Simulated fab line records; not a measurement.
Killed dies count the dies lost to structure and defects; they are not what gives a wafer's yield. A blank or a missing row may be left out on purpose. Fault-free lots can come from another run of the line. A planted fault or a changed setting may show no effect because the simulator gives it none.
Check for tools in common | flow gf180mcu | Sample size 14 lots and 42 wafers

REASON FOR OPENING
GF_NWELL_OVL_MEAS_07, reading NWELL_OVL: flagged on 2 of 14 lots. Wafers without a fault read -0.7 nm, standard deviation 1.1.
Rule: a lot gets a flag if all its wafers with a number sit over 4 standard deviations from that mean, or if no wafer of it has a number. All remaining lots are regarded as sound.

lot  | measured    | on         | NWELL_OVL (nm), wafer by wafer | flag
L155 | day 3 09:37 | overlay-02 | 0.0 -2.3 -2.8                  |
L156 | day 3 13:04 | overlay-02 | -0.2 -0.5 -0.3                 |
L157 | day 3 16:59 | overlay-02 | 1.0 -0.7 -0.3                  |
L159 | day 4 04:46 | overlay-02 | -2.1 -1.0 -0.3                 |
L161 | day 4 18:25 | overlay-02 | -0.3 -1.2 -0.7                 |
L162 | day 4 22:16 | overlay-02 | 1.7 -2.9 -0.8                  |
L163 | day 5 02:13 | overlay-01 | -0.5 -0.4 -1.0                 |
L164 | day 5 08:43 | overlay-02 | -0.1 -0.9 0.1                  |
L169 | day 6 13:09 | overlay-02 | 0.6 -0.2 0.0                   |
L170 | day 6 18:44 | overlay-01 | 75.5 72.7 75.6                 | FLAGGED
L172 | day 7 04:44 | overlay-02 | 72.4 72.9 72.3                 | FLAGGED
L176 | day 8 03:08 | overlay-02 | -0.8 -0.1 1.3                  |
L177 | day 8 08:22 | overlay-01 | -0.1 0.1 -0.9                  |
L178 | day 8 14:01 | overlay-01 | -1.8 -1.4 -1.2                 |
Average over the flagged lots: 73.6 nm; offset from the usual +74.3 nm, equal to +68 standard deviations.

EACH LOT AND THE TOOL IT RAN ON
The record keeps 1 process step preceding the reading, out of 602 steps on the route. In each cell: the tool, then ch and the chambers that the sampled wafers went through, then the start.
lot  | flag    | GF_NWELL_EXPOSE_04
L155 |         | iline-stepper-01 ch 0, day 3 03:50
L156 |         | iline-stepper-02 ch 0, day 3 06:35
L157 |         | iline-stepper-02 ch 0, day 3 10:28
L159 |         | iline-stepper-01 ch 0, day 3 22:16
L161 |         | iline-stepper-01 ch 0, day 4 11:55
L162 |         | iline-stepper-01 ch 0, day 4 15:13
L163 |         | iline-stepper-01 ch 0, day 4 19:10
L164 |         | iline-stepper-01 ch 0, day 5 02:13
L169 |         | iline-stepper-02 ch 0, day 6 05:59
L170 | FLAGGED | iline-stepper-02 ch 0, day 6 11:25
L172 | FLAGGED | iline-stepper-02 ch 0, day 6 20:26
L176 |         | iline-stepper-01 ch 0, day 7 19:55
L177 |         | iline-stepper-01 ch 0, day 8 00:17
L178 |         | iline-stepper-01 ch 0, day 8 05:01
What these steps do:
- GF_NWELL_EXPOSE_04: exposes mask Nwell, target cd 860 nm.
- GF_NWELL_OVL_MEAS_07

FLAGGED AGAINST TOTAL, ONE TOOL AT A TIME (gauges that did the reading follow at the end)
step                 | tool             | lots run | flagged | share of the flagged lots | sound lots run after its first flagged lot
GF_NWELL_EXPOSE_04   | iline-stepper-01 | 9        | 0       | none                      | -
GF_NWELL_EXPOSE_04   | iline-stepper-02 | 5        | 2       | all                       | 0
GF_NWELL_OVL_MEAS_07 | overlay-01       | 4        | 1       | some                      | 2 (L177,L178)
GF_NWELL_OVL_MEAS_07 | overlay-02       | 10       | 1       | some                      | 1 (L176)

WHAT THE TABLE PERMITS
All flagged lots share 1 row of the table, namely iline-stepper-02 at GF_NWELL_EXPOSE_04.
- iline-stepper-02 at GF_NWELL_EXPOSE_04: 2 of its 5 lots flagged. It ran its last sound lot, L169, at day 6 05:59 and its first flagged lot, L170, at day 6 11:25: a fault with its onset between the two fits.
What remains is a single tool, iline-stepper-02 at GF_NWELL_EXPOSE_04.

WHAT WAS PUT IN BY THE SIMULATOR
Scanner matching overlay: iline-stepper-02, from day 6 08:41 on, at GF_NWELL_EXPOSE_04. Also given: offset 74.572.
Shown lots that were struck: L170, L172. Same finding as the rule above.
